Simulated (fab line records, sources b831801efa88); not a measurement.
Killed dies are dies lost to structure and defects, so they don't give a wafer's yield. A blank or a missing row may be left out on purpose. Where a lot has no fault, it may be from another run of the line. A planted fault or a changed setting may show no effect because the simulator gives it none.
Check of tool commonality -- flow gf180mcu -- 12 lots and 36 wafers in the sample

## REASON FOR OPENING
At GF_STI_THK_MEAS_30 the reading STI_OXIDATION_02_THK is flagged on 2 of 12 lots. No-fault wafers: 10.09 nm, standard deviation 0.2.
Rule: a lot gets a flag if all its wafers with a number sit over 4 standard deviations from that mean, or if no wafer of it has a number. As for the other lots, they are considered sound.

lot,measured,on,"STI_OXIDATION_02_THK (nm), wafer by wafer",flag
L467,day 2 05:41,film_metro-03,9.85 9.68 9.81,
L468,day 2 12:11,film_metro-04,10.57 10.33 10.29,
L469,day 2 16:17,film_metro-03,9.80 10.04 9.85,
L470,day 2 20:56,film_metro-03,9.87 9.97 10.14,
L472,day 3 08:50,film_metro-03,9.92 10.16 10.08,
L473,day 3 12:30,film_metro-02,9.72 9.93 9.89,
L474,day 3 19:59,film_metro-02,10.15 10.00 9.92,
L475,day 4 01:07,film_metro-03,10.34 10.25 10.29,
L478,day 4 17:48,film_metro-02,10.05 10.00 10.04,
L480,day 5 00:53,film_metro-02,7.60 7.34 7.28,FLAGGED
L482,day 5 14:40,film_metro-02,7.77 7.48 7.53,FLAGGED
L490,day 7 05:22,film_metro-02,9.88 9.94 9.85,
On average the flagged lots' numbers are 7.50 nm, which is -2.59 nm against the usual, or -13 standard deviations.

## EACH LOT AND THE TOOL IT RAN ON
The record holds 1 process step before the reading, out of a route of 602 steps. Each cell gives the tool, then ch followed by the chambers the sampled wafers passed through, then the start.
lot,flag,GF_STI_OXIDATION_29
L467,,"furnace-01 ch 0, day 2 04:16"
L468,,"furnace-02 ch 0, day 2 10:47"
L469,,"furnace-01 ch 0, day 2 14:53"
L470,,"furnace-02 ch 0, day 2 19:33"
L472,,"furnace-01 ch 0, day 3 07:26"
L473,,"furnace-01 ch 0, day 3 11:07"
L474,,"furnace-02 ch 0, day 3 18:36"
L475,,"furnace-01 ch 0, day 3 23:43"
L478,,"furnace-02 ch 0, day 4 16:23"
L480,FLAGGED,"furnace-01 ch 0, day 4 23:28"
L482,FLAGGED,"furnace-01 ch 0, day 5 13:16"
L490,,"furnace-02 ch 0, day 7 03:58"
What the steps here do:
- GF_STI_OXIDATION_29: stabilise 600 s, purge 300 s, target thk 10 nm.
- GF_STI_THK_MEAS_30

## FLAGGED OVER TOTAL, TOOL BY TOOL (the gauges that took the reading come last)
step,tool,lots run,flagged,share of the flagged lots,sound lots run after its first flagged lot
GF_STI_OXIDATION_29,furnace-01,7,2,all,0
GF_STI_OXIDATION_29,furnace-02,5,0,none,-
GF_STI_THK_MEAS_30,film_metro-02,6,2,all,1 (L490)
GF_STI_THK_MEAS_30,film_metro-03,5,0,none,-
GF_STI_THK_MEAS_30,film_metro-04,1,0,none,-

## WHAT IS ALLOWED BY THE TABLE
2 rows of the table ran every flagged lot: furnace-01 at GF_STI_OXIDATION_29, film_metro-02 at GF_STI_THK_MEAS_30.
- furnace-01 at GF_STI_OXIDATION_29 ran 7 lots, 2 of them flagged. A fault beginning between L475 (day 3 23:43), its last sound lot, and L480 (day 4 23:28), its first flagged one, fits the data.
- film_metro-02 at GF_STI_THK_MEAS_30 ran 6 lots, 2 of them flagged. Sound lots followed the first flagged one (L490) on it, something a lasting fault affecting the whole tool could not allow.
Just one tool remains: furnace-01 at GF_STI_OXIDATION_29.

## WHAT THE SIMULATOR PUT IN
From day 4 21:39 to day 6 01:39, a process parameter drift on furnace-01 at GF_STI_OXIDATION_29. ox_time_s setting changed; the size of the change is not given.
Lots struck among those shown: L480, L482. The rule above found the same.
